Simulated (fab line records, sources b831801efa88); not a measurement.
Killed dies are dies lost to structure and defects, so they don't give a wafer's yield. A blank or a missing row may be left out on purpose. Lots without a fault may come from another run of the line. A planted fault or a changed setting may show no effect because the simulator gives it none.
One fault seen from 2 desks | flow sky130 | each desk has only its own numbers; what lay behind them comes last

THE METROLOGY DESK
What the gauges read, lot by lot, whatever tool the lot ran on: means of the sampled wafers that have a number. A lot is out of limits, marked OUT, if its mean lies more than 4 standard deviations from the usual mean; the brackets give that distance.
Columns: A = SONOS_TUNNEL_TW at SKY_SONOS_TUNNEL_TW_MEAS_12, usual 197.2; B = SONOS_ONO_OXIDATION_THK at SKY_SONOS_ONO_THK_MEAS_01, usual 2.60 nm; C = SONOS_ONO_CVD_02_THK at SKY_SONOS_ONO_THK_MEAS_03, usual 10.41 nm; D = SONOS_ONO_CVD_04_THK at SKY_SONOS_ONO_THK_MEAS_05, usual 5.77 nm
lot  | first seen here | A     | B    | C     | D
L691 | day 12 14:38    | 196.1 | 2.57 | 10.36 | 5.78
L693 | day 13 04:11    | 194.2 | 2.58 | 10.38 | 5.76
L698 | day 14 13:23    | 197.2 | 2.55 | 10.44 | 5.75
L697 | day 14 14:12    | 198.0 | 2.62 | 10.39 | 5.94
L699 | day 14 22:31    | 193.1 | 2.59 | 10.42 | 5.91
L706 | day 17 09:43    | 199.2 | 2.73 | 10.38 | 5.67
L709 | day 18 14:08    | 198.1 | 2.66 | 10.24 | 5.93
This desk's finding: nothing out of limits on any of the 7 lots.

THE TOOL OWNER'S DESK: iline_stepper-01
The tool's own readings at SKY_SONOS_ONO_EXPOSE_10 (exposes mask ONOM, target cd 410 nm): means of the sampled wafers that have a number, for each lot that ran on this tool. A lot is out of limits, marked OUT, if its mean lies more than 4 standard deviations from the usual mean; the brackets give that distance.
Columns: A = exposure_dose_mJ_cm2 at SKY_SONOS_ONO_EXPOSE_10, usual 150.03; B = focus_offset_nm at SKY_SONOS_ONO_EXPOSE_10, usual 0.1 nm
lot  | first seen here | A      | B
L691 | day 13 09:11    | 149.82 | 0.1
L706 | day 18 04:52    | 150.20 | -0.2
This desk's finding: nothing out of limits on any of the 2 lots.

PUT TOGETHER
The metrology desk saw nothing out of limits.
The tool owner's desk saw nothing out of limits.

WHAT THE SIMULATOR HAD PUT IN
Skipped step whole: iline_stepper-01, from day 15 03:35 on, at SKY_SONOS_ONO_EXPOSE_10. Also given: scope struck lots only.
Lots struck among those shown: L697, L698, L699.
